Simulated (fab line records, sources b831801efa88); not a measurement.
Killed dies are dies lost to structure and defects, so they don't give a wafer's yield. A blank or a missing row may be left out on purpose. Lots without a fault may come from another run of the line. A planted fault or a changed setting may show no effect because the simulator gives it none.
Which tool did it? | flow sky130 | 14 lots, 41 wafers sampled, at 7 steps of a route of 708

WHAT THE GAUGES READ, wafer by wafer
SKY_PWDE_OVL_MEAS_07.
lot  | measured    | on         | PWDE_OVL (nm)
L936 | day 3 17:20 | overlay-02 | -1.5 -1.0 -1.9
L937 | day 4 00:08 | overlay-01 | -2.8 -2.8 -0.5
L938 | day 4 04:14 | overlay-01 | 1.2 0.0 1.4
L939 | day 4 16:35 | overlay-01 | -0.1 -1.6 -1.0
L940 | day 4 20:57 | overlay-01 | 2.2 2.1 1.5
L942 | day 5 07:33 | overlay-01 | 3.8 3.0 4.1
L945 | day 6 10:02 | overlay-01 | 0.7 0.2 2.3
L947 | day 6 18:29 | overlay-02 | 0.8 0.6 0.6
L948 | day 6 18:08 | overlay-01 | 1.0 - 0.0
L949 | day 6 21:56 | overlay-01 | 0.0 0.5 0.1
L952 | day 7 15:35 | overlay-02 | 2.6 -
L956 | day 8 15:56 | overlay-02 | 2.5 0.4 1.7
L958 | day 9 02:48 | overlay-01 | 0.8 1.1 0.0
L959 | day 9 06:50 | overlay-01 | 3.0 3.5 3.4

SKY_NWELL_OVL_MEAS_10.
lot  | measured     | on         | NWELL_00_OVL (nm)
L936 | day 4 10:04  | overlay-02 | -1.1 -0.3 -0.8
L937 | day 4 17:25  | overlay-01 | 0.2 0.3 -2.3
L938 | day 4 21:01  | overlay-01 | -3.1 -2.5 -3.2
L939 | day 5 09:45  | overlay-02 | -3.0 -3.3 -3.4
L940 | day 5 14:23  | overlay-02 | 1.1 0.8 2.9
L942 | day 6 01:59  | overlay-02 | -2.3 -2.5 -4.2
L945 | day 7 04:38  | overlay-02 | 0.7 0.4 -2.0
L947 | day 7 13:22  | overlay-02 | -2.8 -1.0 -1.8
L948 | day 7 13:02  | overlay-01 | -0.9 - -0.5
L949 | day 7 16:23  | overlay-01 | -1.5 -1.0 -2.4
L952 | day 8 12:44  | overlay-02 | -0.5 -
L956 | day 9 13:15  | overlay-01 | -2.1 -0.1 -3.4
L958 | day 10 00:19 | overlay-01 | -2.3 -1.2 -1.2
L959 | day 10 04:11 | overlay-01 | 0.3 0.2 0.3

SKY_SONOS_TUNNEL_OVL_MEAS_08.
lot  | measured     | on         | SONOS_TUNNEL_OVL (nm)
L936 | day 11 01:16 | overlay-02 | -1.0 0.6 -3.2
L937 | day 11 13:57 | overlay-01 | 2.0 1.1 0.2
L938 | day 11 19:23 | overlay-01 | -2.3 0.1 -1.7
L939 | day 12 12:44 | overlay-01 | 0.6 -1.8 -2.3
L940 | day 12 17:58 | overlay-01 | -2.0 -1.7 -2.0
L942 | day 13 09:28 | overlay-01 | -0.3 -0.3 -0.3
L945 | day 14 21:16 | overlay-01 | -1.5 1.3 0.9
L947 | day 15 11:07 | overlay-02 | 1.9 1.9 0.3
L948 | day 15 10:09 | overlay-01 | 0.5 - 0.0
L949 | day 15 15:42 | overlay-02 | -0.5 -0.8 -2.3
L952 | day 16 17:34 | overlay-01 | -2.3 -
L956 | day 18 03:07 | overlay-01 | -0.4 -0.3 -1.2
L958 | day 18 16:52 | overlay-01 | -1.4 -0.9 -1.6
L959 | day 18 23:31 | overlay-02 | 0.5 -0.1 0.7

SKY_RES_PROTECT_TW_MEAS_08.
lot  | measured     | on            | POLY_GATE_TW
L936 | day 14 16:31 | film_metro-02 | 4035 4088 4043
L937 | day 15 11:33 | film_metro-02 | 4040 4063 4058
L938 | day 15 11:51 | film_metro-04 | 4081 4085 4099
L939 | day 16 15:50 | film_metro-04 | 4025 4041 4051
L940 | day 16 23:31 | film_metro-04 | 4068 4073 4064
L942 | day 17 13:58 | film_metro-04 | 4164 4127 4110
L945 | day 19 07:17 | film_metro-04 | 4110 4125 4121
L947 | day 19 19:46 | film_metro-04 | 4119 4145 4108
L948 | day 19 18:32 | film_metro-02 | 4036 4044 4038
L949 | day 19 20:07 | film_metro-02 | 4027 4032 4055
L952 | day 20 22:15 | film_metro-04 | 4140 4115
L956 | day 22 08:53 | film_metro-04 | 4132 4134 4144
L958 | day 23 05:40 | film_metro-01 | 4031 4026 4038
L959 | day 23 07:46 | film_metro-01 | 4017 4035 4001

SKY_LDD_HVN_TW_MEAS_10.
lot  | measured     | on            | LDD_HVN_TW
L936 | day 19 16:21 | film_metro-02 | 1449 1437 1446
L937 | day 20 14:53 | film_metro-03 | 1442 1446 1443
L938 | day 20 17:17 | film_metro-01 | 1437 1436 1429
L939 | day 21 23:43 | film_metro-03 | 1448 1451 1446
L940 | day 22 05:58 | film_metro-03 | 1442 1451 1452
L942 | day 23 01:20 | film_metro-03 | 1447 1445 1449
L945 | day 24 15:47 | film_metro-02 | 1445 1439 1442
L947 | day 25 03:02 | film_metro-03 | 1438 1445 1444
L948 | day 25 02:31 | film_metro-02 | 1427 1433 1433
L949 | day 25 04:01 | film_metro-03 | 1441 1436 1435
L952 | day 26 02:26 | film_metro-01 | 1438 1440
L956 | day 27 14:59 | film_metro-01 | 1428 1432 1425
L958 | day 28 06:47 | film_metro-01 | 1437 1438 1439
L959 | day 28 08:39 | film_metro-01 | 1436 1433 1431

WHICH TOOL RAN EACH LOT (tool, then ch and the chambers of the sampled wafers, then the start)
lot  | SKY_FIELD_ISO_ETCH_14             | SKY_FIELD_ISO_ETCH_15
L936 | rie_diel-02 ch 0,1,2, day 2 04:38 | rie_diel-02 ch 0,1,2, day 2 04:40
L937 | rie_diel-02 ch 1,2,3, day 2 10:30 | rie_diel-02 ch 1,2,3, day 2 10:32
L938 | rie_diel-01 ch 0,1,2, day 2 14:27 | rie_diel-01 ch 0,1,2, day 2 14:29
L939 | rie_diel-02 ch 0,2,3, day 3 00:04 | rie_diel-02 ch 0,2,3, day 3 00:07
L940 | rie_diel-02 ch 1,3, day 3 05:02   | rie_diel-02 ch 1,3, day 3 05:04
L942 | rie_diel-02 ch 0,1,2, day 3 13:39 | rie_diel-02 ch 0,1,2, day 3 13:41
L945 | rie_diel-01 ch 0,2,3, day 4 07:58 | rie_diel-01 ch 0,2,3, day 4 08:01
L947 | rie_diel-01 ch 0,1,3, day 4 16:49 | rie_diel-01 ch 0,1,3, day 4 16:52
L948 | rie_diel-01 ch 0,1, day 4 19:29   | rie_diel-01 ch 0,1, day 4 19:31
L949 | rie_diel-04 ch 1,3, day 4 23:14   | rie_diel-04 ch 1,3, day 4 23:16
L952 | rie_diel-01 ch 1,3, day 5 19:34   | rie_diel-01 ch 1,3, day 5 19:37
L956 | rie_diel-02 ch 0,1,2, day 6 13:22 | rie_diel-02 ch 0,1,2, day 6 13:25
L958 | rie_diel-02 ch 0,1,3, day 6 23:29 | rie_diel-02 ch 0,1,3, day 6 23:31
L959 | rie_diel-02 ch 0,3, day 7 05:32   | rie_diel-02 ch 0,3, day 7 05:34
- SKY_FIELD_ISO_ETCH_14: etches BARC in N2/H2, stops on SiO2, time 45.9 s, target depth 60 nm.
- SKY_FIELD_ISO_ETCH_15: etches the open film in CHF3/O2, stops on Si, target depth 180 nm, time 72 s.

WHAT THE TOOLS THEMSELVES READ (means of the sampled wafers that have a number; where no wafer has one, the mark that the record gives instead)
SKY_FIELD_ISO_ETCH_14.
lot  | tool        | drypump_motor_current_A (A) | oes_product_au (a.u.) | throttle_valve_pct (%)
L936 | rie_diel-02 | 6.1                         | 0.855                 | 13.224
L937 | rie_diel-02 | 6.2                         | 0.855                 | 13.222
L938 | rie_diel-01 | 5.8                         | 0.854                 | 13.228
L939 | rie_diel-02 | 6.2                         | 0.854                 | 13.218
L940 | rie_diel-02 | 6.2                         | 0.850                 | 13.229
L942 | rie_diel-02 | 6.1                         | 0.852                 | 13.225
L945 | rie_diel-01 | 5.9                         | 0.854                 | 13.231
L947 | rie_diel-01 | 6.1                         | 0.856                 | 13.227
L948 | rie_diel-01 | 6.0                         | 0.809                 | 13.216
L949 | rie_diel-04 | 5.7                         | 0.856                 | 13.230
L952 | rie_diel-01 | 6.2                         | 0.783                 | 13.211
L956 | rie_diel-02 | 6.1                         | 0.853                 | 13.221
L958 | rie_diel-02 | 6.3                         | 0.851                 | 13.216
L959 | rie_diel-02 | 6.5                         | 0.860                 | 13.217

SKY_FIELD_ISO_ETCH_15.
lot  | tool        | drypump_motor_current_A (A) | oes_product_au (a.u.) | throttle_valve_pct (%)
L936 | rie_diel-02 | 6.1                         | 0.951                 | 8.848
L937 | rie_diel-02 | 6.2                         | 0.949                 | 8.846
L938 | rie_diel-01 | 5.8                         | 0.947                 | 8.850
L939 | rie_diel-02 | 6.2                         | 0.943                 | 8.840
L940 | rie_diel-02 | 6.2                         | 0.934                 | 8.839
L942 | rie_diel-02 | 6.1                         | 0.950                 | 8.859
L945 | rie_diel-01 | 5.9                         | 0.942                 | 8.845
L947 | rie_diel-01 | 6.1                         | 0.945                 | 8.841
L948 | rie_diel-01 | 6.0                         | 0.751                 | 8.784
L949 | rie_diel-04 | 5.7                         | 0.949                 | 8.847
L952 | rie_diel-01 | 6.2                         | 0.661                 | 8.764
L956 | rie_diel-02 | 6.1                         | 0.947                 | 8.836
L958 | rie_diel-02 | 6.3                         | 0.950                 | 8.836
L959 | rie_diel-02 | 6.4                         | 0.946                 | 8.846

THE ANSWER, worked out from the rows above alone
Rule: what is usual is taken from the lots themselves. Put in order of their means at a reading, lots are off if they are a third of the lots or fewer, leave a main group of 4 or more, and stand apart from it by a gap of 3 or more times the standard deviation of the main group's means; of several such gaps the widest counts. A main group whose means are all the same, to the digits that the tables above print for the reading, isn't used. A lot without any number at a reading at which 4 lots or more have one is off too. The other lots that the step has rows for count as sound. The gauges are gone through in route order, then the tools' own readings, and for those a lot's mean is taken as printed above. The first step at which some lot is off is used, and at that step the reading that is off furthest; a lot without a number counts as furthest.
Off: L948, L952, at SKY_FIELD_ISO_ETCH_14 (oes_product_au). The main group: mean 0.854 a.u., standard deviation 0.0025.
A tool fits if, at that step or a process step before it, it ran every lot that is off, and no sound lot after the first of them. One fits: rie_diel-01 at SKY_FIELD_ISO_ETCH_14. Its last sound lot is L947 (day 4 16:49), its first lot that is off L948 (day 4 19:29): a fault that began between those two fits.
The tool's own readings at SKY_FIELD_ISO_ETCH_14 bear it out: on the lots that are off they differ by more than 5 times the standard deviation of the sound lots' means. oes_product_au reads 0.796 a.u. there against 0.854 a.u. on the sound lots.

WHAT THE SIMULATOR HAD PUT IN
Process parameter drift: rie_diel-01, from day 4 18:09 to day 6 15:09, at SKY_FIELD_ISO_ETCH_14. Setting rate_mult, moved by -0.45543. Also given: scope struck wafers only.
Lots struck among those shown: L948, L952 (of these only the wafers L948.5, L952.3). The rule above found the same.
